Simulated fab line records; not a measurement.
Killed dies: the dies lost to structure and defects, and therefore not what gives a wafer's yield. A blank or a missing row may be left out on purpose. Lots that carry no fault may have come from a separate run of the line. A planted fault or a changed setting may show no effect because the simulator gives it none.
A struck lot beside a sound one | flow sfq line | 14 steps out of a route of 325
Sound: the wafers L684.2, L684.3, L684.4. Struck: wafers L696.1, L696.2 (left out: L696.5, a lot-mate that was not struck); the cause follows at the end.
For every step that has rows: the tool of each side, followed by ch and its chambers, followed by its first start. Under that, the readings that differ: sound wafers | struck wafers | difference of the means | sigmas: that difference in standard deviations of wafers without a fault.
alike: readings with means less than 2 such deviations apart, plus words and numbers identical on both sides. not compared: withheld readings, readings lacking a value on some wafer, bounds such as >300 that could conceal the same value, and numbers that have no deviation in the record and whose values overlap.
The two part at a step that has a row with sigmas, a row that says differs or no value, or rows on one side only. Non-overlapping numbers with no deviation appear without sigmas and do not part them. A reading missing from all wafers of one side parts the sides only when that side holds two or more wafers.

SFQ_INCOMING_BOW_MEAS_900:
  struck on film metro-01, day 4 13:00; sound on film metro-04, day 2 01:01
  alike: INCOMING_BOW
then, 1 step without rows for these wafers: SFQ_TRILAYER_INCOMING_OXIDATION_002 (target thk 500 nm, ox time 4939 s).
SFQ_TRILAYER_L0_DEP_SPUTTER_003: material MoNx KI, target thk 40 nm, time 100 s.
  struck on pvd sputter-03, day 4 15:29; sound on pvd sputter-06, day 2 03:29
  alike: base pressure pa, throttle valve pct
SFQ_L0_RS_MEAS_901: uses a four-point probe to measure.
  struck on film metro-02, day 4 15:34; sound on film metro-02, day 2 03:35
  alike: L0_MONX_KI_RS
SFQ_L0_THK_MEAS_902: measures by xrf.
  struck on film metro-02, day 4 15:41; sound on film metro-02, day 2 03:41
  alike: L0_MONX_KI_THK
then, 6 steps without rows for these wafers: SFQ_TRILAYER_L0_LITHO_COAT_010 (resist thk 62 nm); SFQ_TRILAYER_L0_LITHO_COAT_005 (resist thk 600 nm); SFQ_TRILAYER_L0_LITHO_SOFTBAKE_009; SFQ_TRILAYER_L0_LITHO_EXPOSE_006 (exposes mask L0, target cd 2000 nm); SFQ_TRILAYER_L0_LITHO_PEB_008 (peb time 60 s); SFQ_TRILAYER_L0_LITHO_DEVELOP_007 (time 60 s).
-- the record jumps here: 4 days lie between the struck wafers' starts before and after --
SFQ_TRILAYER_L0_BARC_OPEN_METAL_ETCH_010: etches BARC in O2, target depth 125 nm, time 41.7 s.
  sound on rie metal-01 ch 0,1, day 4 15:58; struck on rie metal-01 ch 0,1, day 8 06:56
  reading                                             | sound             | struck      | difference                    | sigmas
  oes product au (a.u.)                               | 0.682 0.695 0.687 | 0.793 0.793 | +0.105                        | +24
  rf fwd power W (W)                                  | 600.0 596.6 592.4 | - -         | no value on the struck wafers |
  run length s (s)                                    | 69.9 69.5 70.2    | 62.7 62.6   | -7.2                          | -21
  model.KrF_of_TRILAYER_L0_LITHO_COAT_005.thk nm (nm) | 522.8 523.4 521.6 | 532.1 532.3 | +9.6                          |
  alike: drypump motor current A
  not compared: rf hours counter h
SFQ_TRILAYER_L0_ETCH_METAL_ETCH_008: etches MoNx KI in SF6/O2, stops on SiO2, target depth 50 nm, time 25 s.
  sound on rie metal-01 ch 0,1, day 4 16:01; struck on rie metal-01 ch 0,1, day 8 06:59
  reading                                             | sound             | struck    | difference | sigmas
  model.KrF_of_TRILAYER_L0_LITHO_COAT_005.thk nm (nm) | 481.9 482.1 480.3 | 491 491.3 | +10        |
  alike: drypump motor current A, oes product au, rf fwd power W, run length s
  not compared: rf hours counter h
SFQ_TRILAYER_L0_STRIP_STRIP_009: strips in O2.
  sound on rie metal-01 ch 0,1, day 4 16:04; struck on rie metal-01 ch 0,1, day 8 07:02
  alike: drypump motor current A, oes product au
  not compared: rf hours counter h

== WHERE THEY PART ==
Only at SFQ_TRILAYER_L0_BARC_OPEN_METAL_ETCH_010, as far as this record shows. Later steps at which nothing parts them and some readings are alike: SFQ_TRILAYER_L0_ETCH_METAL_ETCH_008, SFQ_TRILAYER_L0_STRIP_STRIP_009.

WHY: the cause the simulator had injected
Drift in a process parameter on rie metal-01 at SFQ_TRILAYER_L0_BARC_OPEN_METAL_ETCH_010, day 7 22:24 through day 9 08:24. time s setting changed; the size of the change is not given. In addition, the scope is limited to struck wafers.
